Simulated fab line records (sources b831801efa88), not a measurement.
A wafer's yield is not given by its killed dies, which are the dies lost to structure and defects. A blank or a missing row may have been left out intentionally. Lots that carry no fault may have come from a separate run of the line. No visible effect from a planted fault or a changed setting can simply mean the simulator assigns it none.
fab line records | flow sky130
[record] lots = 6 wafers = 18 last_day = 50
route steps=708 shown SONOS_ONO@176 GATE_OXIDE@187 POLY_GATE@204 RES_PROTECT@206 PAD_OPEN@708
lots with no fault: from the same line, run without faults
start_h: hours from the record's opening day to when the first of the lot's shown wafers began | wait_h: hours from the lot's prior step to this one | " repeats the value in the row above | L1.1+2: a row that stands for several wafers | - value missing, or start not given | * or withheld: withheld | < > ~ a bound
route shown NAME@n: NAME is a module with steps in the file, n the number in the route of the first one | usual: mean and standard deviation over wafers with no fault | same: alike in all rows | chamber/n: place in a boat | sites: each site's reading | _std_site: standard deviation across them | _edge_site: mean of outer sites minus mean of inner sites | radius_mm: how far each site lies from the wafer's centre | mask NAME#n: copy n | behind: tool/chamber where the wafer was last shaped | hold: why the lot was held/for how many hours/how that ended | device: transistor that didn't switch, given as n, p or np | end of line: at the end of the route, the tests of the same wafers | a step with no rows: only its recipe | killed: at the first sort, the dies lost to defects and structure; wafer yield is something else | map: shows each die of a wafer: x if killed, . if not, _ if none is there
set.NAME: the setting that was run; set.NAME@STEP: the one run at that earlier step | model.NAME: the simulator's own value behind a step, which no gauge read
certain route steps with their lots: each step a table, each wafer a row
services: a tool's chamber out of use, with start hour (start_h, from the record's first day; less than 0 if before it), hours out, and reason
[[steps]]
[step SKY_SONOS_ONO_COAT_08]
[recipe] resist = NOVOLAK spin_rpm = 3000 resist_thk_nm = 1140
[step SKY_SONOS_ONO_SOFTBAKE_09]
[recipe] temp_c = 90 time_s = 60 resist = NOVOLAK
[step SKY_SONOS_ONO_EXPOSE_10]
[recipe] mask_id = ONOM target_cd_nm = 410 na = 0.6 source_shape = conventional sigma_outer = 0.6 dose_mj = 150
[step SKY_SONOS_ONO_PEB_11]
[recipe] temp_c = withheld time_s = * resist = NOVOLAK
[step SKY_SONOS_ONO_DEVELOP_12]
[recipe] develop_time_s = 60 dev_temp_c = 23
[step SKY_SONOS_ONO_CD_MEAS_13]
[recipe] target_cd_nm = 410
[usual] cd_nm = 409.6/2.4
// columns lot.wafer tool chamber start_h wait_h cd_nm
L711.3 cd_sem-02 - 287.62 0.1 410.0
L711.5 " - " " 411.2
L711.6 " - " " 411.9
L714.2 cd_sem-01 - 314.40 0.1 410.7
L714.4 " - " " 410.3
L714.5 " - " " 411.0
L720.1 cd_sem-02 - 370.98 0.1 408.5
L720.4 " - " " 408.3
L720.6 " - " " 406.6
L721.4 cd_sem-02 - 381.44 0.1 409.2
L721.5 " - " " 412.1
L721.6 " - " " 411.7
L729.1 cd_sem-02 - 439.19 0.1 409.3
L729.2 " - " " 407.6
L729.5 " - " " 408.7
L733.2 cd_sem-02 - 477.00 0.1 405.2
L733.5 " - " " 404.9
L733.6 " - " " 404.8
[step SKY_SONOS_ONO_OVL_MEAS_14]
[usual] SONOS_ONO_OVL = 0.6/1.1
// columns lot.wafer tool chamber start_h wait_h SONOS_ONO_OVL[nm]
L711.3 overlay-01 - 287.71 0.1 0.8
L711.5 " - " " 1.0
L711.6 " - " " 0.0
L714.2 overlay-02 - 314.51 0.1 1.5
L714.4 " - " " 0.8
L714.5 " - " " 0.3
L720.1 overlay-01 - 371.10 0.1 0.2
L720.4 " - " " -0.1
L720.6 " - " " 0.1
L721.4 overlay-01 - 381.52 0.1 2.3
L721.5 " - " " 1.0
L721.6 " - " " 1.0
L729.1 overlay-01 - 439.31 0.1 -0.9
L729.2 " - " " -0.5
L729.5 " - " " -0.3
L733.2 overlay-01 - 477.11 0.1 0.3
L733.5 " - " " 1.0
L733.6 " - " " -0.3
[step SKY_SONOS_ONO_ETCH_15]
[recipe] target_depth_nm = 19.52 chemistry = CHF3/O2 source_w = 600 bias_w = 200 pressure_mtorr = 40 chf3_flow_sccm = 50 O2_flow_sccm = 5 time_s = 7.8
[usual] drypump_motor_current_A = 5.8/0.33 oes_product_au = 1.003/0.01 throttle_valve_pct = 8.824/0.0091
[same] time_s = 7.8
// columns lot.wafer tool chamber start_h wait_h drypump_motor_current_A oes_product_au rf_hours_counter_h throttle_valve_pct
L711.3 rie_diel-04 2 287.74 0.0 5.2 1.008 75 8.825
L711.5 " 2 " " 5.2 1.008 - 8.833
L711.6 " 3 " " 6.0 0.996 - 8.827
L714.2 rie_diel-03 3 314.54 0.0 6.0 1.014 0 8.824
L714.4 " 3 " " 6.0 1.005 - 8.817
L714.5 " 1 " " 5.8 0.996 - 8.832
L720.1 rie_diel-01 2 371.14 0.0 5.8 1.011 86 8.824
L720.4 " 0 " " 5.6 1.011 58 8.812
L720.6 " 2 " " 5.8 1.012 - 8.825
L721.4 rie_diel-04 3 381.54 0.0 6.0 0.990 72 8.822
L721.5 " 1 " " 6.0 0.998 - 8.818
L721.6 " 2 " " 5.2 0.983 - 8.828
L729.1 rie_diel-04 2 439.35 0.0 5.2 0.999 78 8.846
L729.2 " 1 " " 6.0 0.987 96 8.823
L729.5 " 1 " " 6.0 0.992 - 8.813
L733.2 rie_diel-04 3 477.14 0.0 6.1 1.006 74 8.820
L733.5 " 2 " " 5.2 1.005 - 8.832
L733.6 " 0 " " 6.2 1.008 - 8.844
[step SKY_SONOS_ONO_WET_ETCH_16]
[recipe] chemistry = dHF target_depth_nm = 14 dry = n2_spin target = SiO2 dilution = 100:1 temp_c = 25 time_s = 280
[step SKY_SONOS_ONO_STRIP_17]
[recipe] chemistry = O2/N2 power_w = 1400 pressure_mtorr = 1500 platen_temp_c = withheld o2_flow_sccm = 3000 n2_flow_sccm = 300 overash_fraction = 0.5
[usual] drypump_motor_current_A = 5.6/0.63 oes_product_au = 0.711/0.0046 strip_time_to_endpoint_s = 14.09/0.037
// columns lot.wafer tool chamber start_h wait_h drypump_motor_current_A oes_product_au rf_hours_counter_h strip_time_to_endpoint_s
L711.3 plasma_asher-04 1 287.89 0.0 5.4 0.706 - 14.11
L711.5 " 1 " " 5.3 0.705 - 14.10
L711.6 " 0 " " 4.7 0.710 - 14.13
L714.2 plasma_asher-04 1 314.65 0.0 5.4 0.708 49 14.09
L714.4 " 1 " " 5.4 0.714 - 14.10
L714.5 " 0 " " 4.8 0.704 - 14.10
L720.1 plasma_asher-04 1 371.25 0.0 5.4 0.711 55 14.05
L720.4 " 0 " " 4.7 0.708 - 14.06
L720.6 " 1 " " 5.3 0.704 - 14.05
L721.4 plasma_asher-04 0 381.71 0.1 4.7 0.713 - 14.15
L721.5 " 0 " " 4.7 0.713 - 14.15
L721.6 " 1 " " 5.4 0.709 - 14.17
L729.1 plasma_asher-04 0 439.46 0.0 4.7 0.712 62 14.09
L729.2 " 1 " " 5.4 0.712 62 14.04
L729.5 " 0 " " 4.7 0.709 - 14.04
L733.2 plasma_asher-01 0 477.24 0.0 5.9 0.722 78 14.07
L733.5 " 0 " " 5.9 0.712 - 14.07
L733.6 " 1 " " 5.7 0.714 - 14.07
[step SKY_SONOS_ONO_WET_ETCH_18]
[recipe] chemistry = H3PO4 target_depth_nm = 15 target = Si3N4 temp_c = 160 time_s = 172
[step SKY_GATE_OXIDE_CLEAN_00]
[recipe] chemistry = SC1/SC2 mix = 1:4:20 temp_c = 70 time_s = 150 dry = n2_spin
[step SKY_GATE_OXIDE_OXIDATION_01]
[recipe] temp_c = 900 ambient = O2 stabilise_s = 600 purge_s = 300 target_thk_a = 102.68 ox_time_s = 1473
[usual] tube_center_temp_C_max = 902.3/0.41
// columns lot.wafer tool chamber start_h wait_h tube_center_temp_C_max
L711.3 furnace-02 0 288.93 0.9 902.7
L711.5 " 0 " " 902.3
L711.6 " 0 " " 901.6
L714.2 furnace-02 0 314.85 0.0 902.9
L714.4 " 0 " " 902.2
L714.5 " 0 " " 902.5
L720.1 furnace-01 0 372.72 1.3 901.9
L720.4 " 0 " " 902.4
L720.6 " 0 " " 902.4
L721.4 furnace-01 0 382.86 1.0 902.5
L721.5 " 0 " " 902.8
L721.6 " 0 " " 902.5
L729.1 furnace-01 0 439.67 0.0 902.2
L729.2 " 0 " " 901.7
L729.5 " 0 " " 902.2
L733.2 furnace-01 0 481.85 4.4 902.8
L733.5 " 0 " " 903.2
L733.6 " 0 " " 901.9
[step SKY_GATE_OXIDE_THK_MEAS_02]
[recipe] reads = SiO2_of_GATE_OXIDE_OXIDATION_01
[usual] GATE_OXIDE_OXIDATION_00_THK = 10.25/0.19
// columns lot.wafer tool chamber start_h wait_h GATE_OXIDE_OXIDATION_00_THK[nm]
L711.3 film_metro-02 - 290.36 0.0 10.20
L711.5 " - " " 10.49
L711.6 " - " " 10.21
L714.2 film_metro-03 - 316.27 0.0 10.04
L714.4 " - " " 9.86
L714.5 " - " " 9.98
L720.1 film_metro-04 - 374.13 0.0 10.64
L720.4 " - " " 10.38
L720.6 " - " " 10.35
L721.4 film_metro-02 - 384.30 0.0 10.33
L721.5 " - " " 10.32
L721.6 " - " " 10.24
L729.1 film_metro-03 - 441.08 0.0 10.04
L729.2 " - " " 10.00
L729.5 " - " " 9.82
L733.2 film_metro-02 - 483.27 0.0 10.24
L733.5 " - " " 10.25
L733.6 " - " " 10.38
[step SKY_GATE_OXIDE_DEHYDRATE_03]
[recipe] temp_c = 200 time_s = 60
[step SKY_GATE_OXIDE_HMDS_04]
[recipe] prime_time_s = 60 prime_temp_c = 120
[step SKY_GATE_OXIDE_COAT_05]
[recipe] resist = NOVOLAK spin_rpm = 3000 resist_thk_nm = 1140
[step SKY_GATE_OXIDE_SOFTBAKE_06]
[recipe] temp_c = 90 time_s = 60 resist = NOVOLAK
[step SKY_GATE_OXIDE_EXPOSE_07]
[recipe] mask_id = LVOM na = 0.6 source_shape = conventional sigma_outer = 0.6 polarization = unpolarized target_cd_nm = 600 dose_mj = 170
[step SKY_GATE_OXIDE_PEB_08]
[recipe] temp_c = withheld time_s = * resist = NOVOLAK
[step SKY_GATE_OXIDE_DEVELOP_09]
[recipe] resist = NOVOLAK developer = TMAH develop_time_s = 60 dev_temp_c = 23
[step SKY_GATE_OXIDE_OVL_MEAS_10]
[usual] GATE_OXIDE_OVL = -0.4/1.4
// columns lot.wafer tool chamber start_h wait_h GATE_OXIDE_OVL[nm]
L711.3 overlay-01 - 315.86 0.1 -2.4
L711.5 " - " " -2.1
L711.6 " - " " -0.6
L714.2 overlay-02 - 342.60 0.1 -0.3
L714.4 " - " " 1.7
L714.5 " - " " 0.2
L720.1 overlay-02 - 402.33 0.1 -1.3
L720.4 " - " " -1.1
L720.6 " - " " -0.4
L721.4 overlay-02 - 413.26 0.1 -0.6
L721.5 " - " " 1.2
L721.6 " - " " -1.0
L729.1 overlay-01 - 472.14 0.1 -0.9
L729.2 " - " " -0.5
L729.5 " - " " -1.9
L733.2 overlay-01 - 513.00 0.1 -0.7
L733.5 " - " " 0.7
L733.6 " - " " -0.5
[step SKY_GATE_OXIDE_IMPLANT_11]
[recipe] species = B energy_kev = 10 dose_cm2 = 2.6e+12 tilt_deg = withheld
[step SKY_GATE_OXIDE_WET_ETCH_12]
[recipe] chemistry = dHF target_depth_nm = 16.8 dry = n2_spin target = SiO2 dilution = 100:1 temp_c = 25 time_s = 336
[step SKY_GATE_OXIDE_STRIP_13]
[recipe] chemistry = O2/N2 power_w = 1400 pressure_mtorr = 1500 platen_temp_c = withheld o2_flow_sccm = 3000 n2_flow_sccm = 300 overash_fraction = 0.5
[usual] drypump_motor_current_A = 5.8/0.37 oes_product_au = 0.715/0.0047 strip_time_to_endpoint_s = 14.16/0.034
// columns lot.wafer tool chamber start_h wait_h drypump_motor_current_A oes_product_au rf_hours_counter_h strip_time_to_endpoint_s
L711.3 plasma_asher-01 1 316.17 0.0 5.6 0.711 - 14.22
L711.5 " 0 " " 5.9 0.723 - 14.16
L711.6 " 1 " " 5.6 0.712 - 14.17
L714.2 plasma_asher-01 0 342.88 0.0 5.8 0.718 65 14.16
L714.4 " 0 " " 5.8 0.724 - 14.18
L714.5 " 0 " " 5.8 0.720 - 14.18
L720.1 plasma_asher-02 1 402.62 0.0 6.1 0.708 72 14.19
L720.4 " 1 " " 6.1 0.720 - 14.19
L720.6 " 0 " " 6.6 0.709 - 14.19
L721.4 plasma_asher-03 1 413.56 0.0 5.5 0.712 - 14.18
L721.5 " 1 " " 5.5 0.717 - 14.22
L721.6 " 0 " " 5.6 0.714 - 14.18
L729.1 plasma_asher-01 0 472.43 0.0 5.8 0.710 78 14.16
L729.2 " 1 " " 5.7 0.720 78 14.20
L729.5 " 0 " " 5.8 0.717 - 14.16
L733.2 plasma_asher-03 1 513.28 0.0 5.5 0.714 39 14.09
L733.5 " 1 " " 5.5 0.715 - 14.13
L733.6 " 0 " " 5.6 0.721 - 14.15
[step SKY_GATE_OXIDE_TW_MEAS_14]
[usual] GATE_OXIDE_TW = 225.7/1.1
// columns lot.wafer tool chamber start_h wait_h GATE_OXIDE_TW
L711.3 film_metro-02 - 316.25 0.1 226.3
L711.5 " - " " 224.5
L711.6 " - " " 225.8
L714.2 film_metro-02 - 342.99 0.1 225.7
L714.4 " - " " 226.1
L714.5 " - " " 226.0
L720.1 film_metro-03 - 402.72 0.1 225.3
L720.4 " - " " 224.4
L720.6 " - " " 226.1
L721.4 film_metro-04 - 413.66 0.1 228.3
L721.5 " - " " 225.7
L721.6 " - " " 226.2
L729.1 film_metro-04 - 472.53 0.1 227.3
L729.2 " - " " 226.2
L729.5 " - " " 226.5
L733.2 film_metro-02 - 513.39 0.1 225.4
L733.5 " - " " 225.1
L733.6 " - " " 224.6
[step SKY_GATE_OXIDE_CLEAN_15]
[recipe] chemistry = SC1/SC2 mix = 1:4:20 temp_c = 70 time_s = 150 dry = n2_spin
[step SKY_GATE_OXIDE_OXIDATION_16]
[recipe] temp_c = 800 ambient = O2 idle_temp_c = 700 ramp_up_c_per_min = 10 ramp_down_c_per_min = 3 stabilise_s = 600 purge_s = 300 target_thk_a = 35.7 ox_time_s = 1915
[step SKY_POLY_GATE_CVD_00]
[recipe] material = poly-Si target_thk_nm = 180 temp_c = 620 time_s = 720 pressure_mtorr = 200
[step SKY_POLY_GATE_THK_MEAS_01]
[recipe] reads = poly-Si_of_POLY_GATE_CVD_00
[usual] POLY_GATE_CVD_00_THK = 179.8/1.9
// columns lot.wafer tool chamber start_h wait_h POLY_GATE_CVD_00_THK[nm]
L711.3 film_metro-03 - 320.36 0.0 178.8
L711.5 " - " " 178.0
L711.6 " - " " 178.4
L714.2 film_metro-02 - 346.39 0.0 175.4
L714.4 " - " " 176.5
L714.5 " - " " 175.9
L720.1 film_metro-03 - 408.45 0.0 178.9
L720.4 " - " " 179.6
L720.6 " - " " 178.7
L721.4 film_metro-03 - 417.43 0.0 179.8
L721.5 " - " " 179.8
L721.6 " - " " 180.1
L729.1 film_metro-03 - 480.20 0.0 180.3
L729.2 " - " " 180.2
L729.5 " - " " 180.4
L733.2 film_metro-02 - 516.23 0.0 182.4
L733.5 " - " " 181.8
L733.6 " - " " 181.2
[step SKY_RES_PROTECT_DEHYDRATE_00]
[recipe] temp_c = 200 time_s = 60
[step SKY_RES_PROTECT_HMDS_01]
[recipe] prime_time_s = 60 prime_temp_c = 120
[step SKY_RES_PROTECT_COAT_02]
[recipe] resist = NOVOLAK spin_rpm = 3000 resist_thk_nm = 1140
[step SKY_RES_PROTECT_SOFTBAKE_03]
[recipe] temp_c = 90 time_s = 60 resist = NOVOLAK
[step SKY_RES_PROTECT_EXPOSE_04]
[recipe] mask_id = RPM na = 0.6 source_shape = conventional sigma_outer = 0.6 polarization = unpolarized target_cd_nm = 1270 dose_mj = 131
[step SKY_RES_PROTECT_PEB_05]
[recipe] temp_c = withheld time_s = * resist = NOVOLAK
[step SKY_RES_PROTECT_DEVELOP_06]
[recipe] resist = NOVOLAK developer = TMAH develop_time_s = 60 dev_temp_c = 23
[step SKY_POLY_GATE_IMPLANT_02]
[recipe] species = P energy_kev = 30 dose_cm2 = 7.7e+15 tilt_deg = 0
[step SKY_RES_PROTECT_STRIP_07]
[recipe] chemistry = O2/N2 power_w = 1400 pressure_mtorr = 1500 platen_temp_c = withheld o2_flow_sccm = 3000 n2_flow_sccm = 300 overash_fraction = 0.5
[usual] drypump_motor_current_A = 5.5/0.3 oes_product_au = 0.518/0.005 strip_time_to_endpoint_s = 23.29/0.052
// columns lot.wafer tool chamber start_h wait_h drypump_motor_current_A oes_product_au rf_hours_counter_h strip_time_to_endpoint_s
L711.3 plasma_asher-01 0 347.42 0.1 5.8 0.519 - 23.24
L711.5 " 0 " " 5.8 0.514 - 23.24
L711.6 " 1 " " 5.7 0.510 - 23.29
L714.2 plasma_asher-04 0 374.28 0.1 4.7 0.531 55 23.35
L714.4 " 0 " " 4.7 0.517 - 23.29
L714.5 " 1 " " 5.4 0.512 - 23.29
L720.1 plasma_asher-01 1 437.68 0.1 5.7 0.525 74 23.24
L720.4 " 1 " " 5.7 0.520 - 23.19
L720.6 " 1 " " 5.7 0.523 - 23.22
L721.4 plasma_asher-01 1 447.17 0.1 5.7 0.509 - 23.30
L721.5 " 1 " " 5.7 0.511 - 23.27
L721.6 " 0 " " 5.9 0.516 - 23.31
L729.1 plasma_asher-01 0 510.09 0.1 5.8 0.520 79 23.27
L729.2 " 1 " " 5.6 0.519 79 23.26
L729.5 " 1 " " 5.6 0.520 - 23.25
L733.2 plasma_asher-04 0 546.48 0.1 4.7 0.522 73 23.27
L733.5 " 0 " " 4.8 0.519 - 23.21
L733.6 " 1 " " 5.4 0.520 - 23.31
[step SKY_RES_PROTECT_TW_MEAS_08]
[usual] POLY_GATE_TW = 4049/34
// columns lot.wafer tool chamber start_h wait_h POLY_GATE_TW
L711.3 film_metro-03 - 347.50 0.1 4052
L711.5 " - " " 4060
L711.6 " - " " 4062
L714.2 film_metro-01 - 374.39 0.1 4010
L714.4 " - " " 4009
L714.5 " - " " 3994
L720.1 film_metro-04 - 437.78 0.1 4093
L720.4 " - " " 4101
L720.6 " - " " 4109
L721.4 film_metro-04 - 447.26 0.1 4118
L721.5 " - " " 4104
L721.6 " - " " 4097
L729.1 film_metro-03 - 510.19 0.1 4039
L729.2 " - " " 4055
L729.5 " - " " 4040
L733.2 film_metro-01 - 546.59 0.1 4010
L733.5 " - " " 3999
L733.6 " - " " 3992
[step SKY_RES_PROTECT_CLEAN_09]
[recipe] chemistry = SC1/SC2 mix = 1:4:20 temp_c = 70 time_s = 150 dry = n2_spin
[step SKY_POLY_GATE_CVD_03]
[recipe] material = Si3N4 precursor = DCS/NH3 target_thk_nm = 75 temp_c = 770 time_s = 1290 pressure_mtorr = 250
[step SKY_PAD_OPEN_PROBE_99]
[usual] killed_at_M0_to_M3 = 42/7.6 killed_at_M4_up = 2.9/1.7 killed_at_contacts = 24/5.1 killed_at_front_end = 15/4 killed_at_other = 0.2/0.38 killed_dies = 84/9.9 killed_on_rim = 16/4 killed_open = 46/7.2 killed_short = 38/6.6
[same] gross_dies = 492 killed_at_back_side = 0
// columns lot.wafer tool chamber start_h wait_h killed_at_M0_to_M3 killed_at_M4_up killed_at_contacts killed_at_front_end killed_at_other killed_dies killed_on_rim killed_open killed_short
L714.2 prober-02 - 1102.04 0.1 40 3 22 17 0 82 14 41 41
L714.4 prober-02 - 1102.14 0.2 49 3 24 20 0 96 21 50 46
L714.5 prober-02 - 1102.19 0.2 37 2 26 20 0 85 10 46 39
L720.1 prober-02 - 1141.91 0.1 43 5 21 102 0 171 23 43 34
L720.4 prober-02 - 1142.06 0.2 35 2 11 126 0 174 34 25 35
L720.6 prober-02 - 1142.16 0.2 39 3 20 105 0 167 35 41 34
L721.4 prober-01 - 1153.41 0.2 49 3 25 92 0 169 31 43 43
L721.5 prober-01 - 1153.46 0.2 42 2 24 103 0 171 27 40 40
L721.6 prober-01 - 1153.51 0.2 36 3 20 96 0 155 24 41 29
// killed by level:class
L714.2 VIA1:geometric_particle:open=8 CONTACT:geometric_particle:open=6 METAL1:geometric_particle:short=6 VIA1:geometric_particle:short=6 FIELD_ISO:geometric_particle:short=5 CONTACT:geometric_particle:short=5 METAL2:geometric_particle:short=5 VIA3:geometric_particle:open=5
L714.4 VIA1:geometric_particle:open=13 CONTACT:geometric_particle:open=8 LOCAL_INTERCONNECT:geometric_particle:short=7 VIA2:geometric_particle:open=7 VIA3:geometric_particle:open=6 METAL1:geometric_particle:short=6 METAL2:geometric_particle:short=6 FIELD_ISO:geometric_particle:open=5
L714.5 VIA1:geometric_particle:open=14 CONTACT:geometric_particle:open=10 METAL1:geometric_particle:short=9 FIELD_ISO:geometric_particle:short=6 POLY_GATE:geometric_particle:open=5 LOCAL_INTERCONNECT:geometric_particle:short=5 FIELD_ISO:geometric_particle:open=4 LI_CONTACT:geometric_particle:short=4
L720.1 GATE_OXIDE:unspecified=94 VIA1:geometric_particle:open=14 CONTACT:geometric_particle:open=8 LI_CONTACT:geometric_particle:open=7 VIA2:geometric_particle:open=7 METAL2:geometric_particle:short=5 VIA1:geometric_particle:short=4 METAL1:geometric_particle:short=4
L720.4 GATE_OXIDE:unspecified=114 METAL1:geometric_particle:short=10 POLY_GATE:geometric_particle:short=5 CONTACT:geometric_particle:open=5 VIA1:geometric_particle:short=4 VIA2:geometric_particle:open=4 METAL2:geometric_particle:short=4 VIA3:geometric_particle:open=4
L720.6 GATE_OXIDE:unspecified=92 VIA1:geometric_particle:open=10 CONTACT:geometric_particle:open=8 LI_CONTACT:geometric_particle:open=5 VIA1:geometric_particle:short=5 FIELD_ISO:geometric_particle:open=4 POLY_GATE:geometric_particle:short=4 CONTACT:geometric_particle:short=4
L721.4 GATE_OXIDE:unspecified=83 VIA2:geometric_particle:open=9 VIA1:geometric_particle:open=9 METAL1:geometric_particle:short=7 CONTACT:geometric_particle:short=6 CONTACT:geometric_particle:open=6 METAL2:geometric_particle:short=6 LI_CONTACT:geometric_particle:open=5
L721.5 GATE_OXIDE:unspecified=91 CONTACT:geometric_particle:open=8 METAL2:geometric_particle:short=8 VIA1:geometric_particle:open=8 LI_CONTACT:geometric_particle:open=5 METAL1:geometric_particle:short=5 VIA1:geometric_particle:short=5 VIA3:geometric_particle:open=5
L721.6 GATE_OXIDE:unspecified=85 VIA1:geometric_particle:open=9 LI_CONTACT:geometric_particle:open=7 VIA2:geometric_particle:open=6 CONTACT:geometric_particle:open=5 FIELD_ISO:geometric_particle:short=4 VIA3:geometric_particle:open=4 CONTACT:geometric_particle:short=4
// map L720.4 (x killed, . not)
__________x....xx..._________
________x..x.x.x.x..x._______
______.xx.xx.....x..xx.._____
_____xxx....x.x..xx..xx.x____
____.....xxx.....xxx......___
___.xx..x...xxx..x..xx..x.x__
__..x..xx...xxx...xxxx......_
_x.x.x.xx..xx.x.xx.....xx..x.
_.....xx........xx.x..x......
_.xx.x.x..x...xxxx....x.x.x..
_.x...x...........x.x.x..xxx.
_..x.......xx.............x.x
_x........x....x......x......
_..x.xxxxx.....x..x.x......xx
_..x.x..x.....x....x.x.......
__xxx.x...x.x....x..xxx.xxxx_
___x.......x...xx..x...x.x.__
____.x..xx.xx....x...x..x.___
_____x...x.xx..x..xxx.x.x____
______...xx...x..xx.x.x._____
________..xxx.x.xx...._______
__________...x.x.x.x_________
// map L721.5 (x killed, . not)
__________.xx.xx...._________
________x..x...x.xx.x._______
______.........xx......._____
_____..xx...xx.xx...x....____
____xx.xxx...x.x......x.x.___
___....xx.x.x..xxx.x..xxx..__
__......x....x..x....x.x.x.x_
_.....xxx..x..x..xx.x.xx..xx.
_xx..xxx..xx.....x...x.xx..x.
_.xxxx....xxx..xx.xx...x.....
_xxx.xx..xx.....x....x.x.....
_x..x...xx.xx....x..x.x...xxx
_x....x....xxx..x...x.xx....x
_x......x.x..x...x...xxxx.x..
_...x...........x.....x......
__..x...x.x.xx..xxx.xx...x.._
___x.....x.xxx....x...x....__
____..........x...x.x.xx.x___
_____x.xx..x....x.xx.xxx.____
______.......x.....x...._____
________..x.xx...x..x._______
__________x.......xx_________
[[services]]
// columns tool chamber start_h hours kind
rie_diel-01 3 265.13 12.0 repair
rie_diel-04 - 271.00 0.3 repair
rie_diel-03 3 290.79 7.9 repair
rie_diel-04 - 307.57 2.8 pm
furnace-01 - 320.10 4.2 pm
rie_diel-04 - 322.78 0.3 repair
rie_diel-01 2 323.57 4.1 repair
furnace-02 - 324.72 3.0 pm
rie_diel-04 2 331.58 5.1 repair
rie_diel-04 3 344.46 13.3 repair
rie_diel-03 - 362.76 2.8 pm
rie_diel-03 0 369.77 12.2 repair
plasma_asher-04 - 385.03 4.6 repair
rie_diel-01 - 397.78 0.3 repair
furnace-01 - 401.03 3.2 pm
furnace-02 - 418.51 2.8 pm
plasma_asher-02 - 421.25 9.0 pm
plasma_asher-02 - 450.82 4.3 repair
furnace-02 - 453.27 52.0 pm
plasma_asher-01 - 484.61 20.1 repair
plasma_asher-01 - 501.51 0.4 repair
furnace-01 - 505.88 3.7 pm
furnace-01 - 509.62 3.6 pm
plasma_asher-01 - 517.17 1.8 repair
[[key]]
[first_sign] step = SKY_PAD_OPEN_PROBE_99 reading = killed_at_front_end direction = up sigmas = 23 usual = 15 struck = 104
[effect] step = SKY_PAD_OPEN_PROBE_99 reading = killed_dies direction = up sigmas = 8.5 usual = 84 struck = 168
met_at SKY_GATE_OXIDE_OXIDATION_01
struck_wafers L720.1,L720.4,L720.6,L721.4,L721.5,L721.6
tester_left_out L720,L721
[fault] kind = chamber_particle_source tool = furnace-01 chamber = - onset_h = 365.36 steps = SKY_GATE_OXIDE_OXIDATION_01 rate_per_visit_cm2 = 0.45204 end_h = 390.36
// tester_left_out: of these lots the tester's yield and bins aren't shown, on N5 and GAA mostly nor the transistor test; their killed dies are dies lost to structure and defects alone, not to doping, threshold or leakage, so they don't give the yield
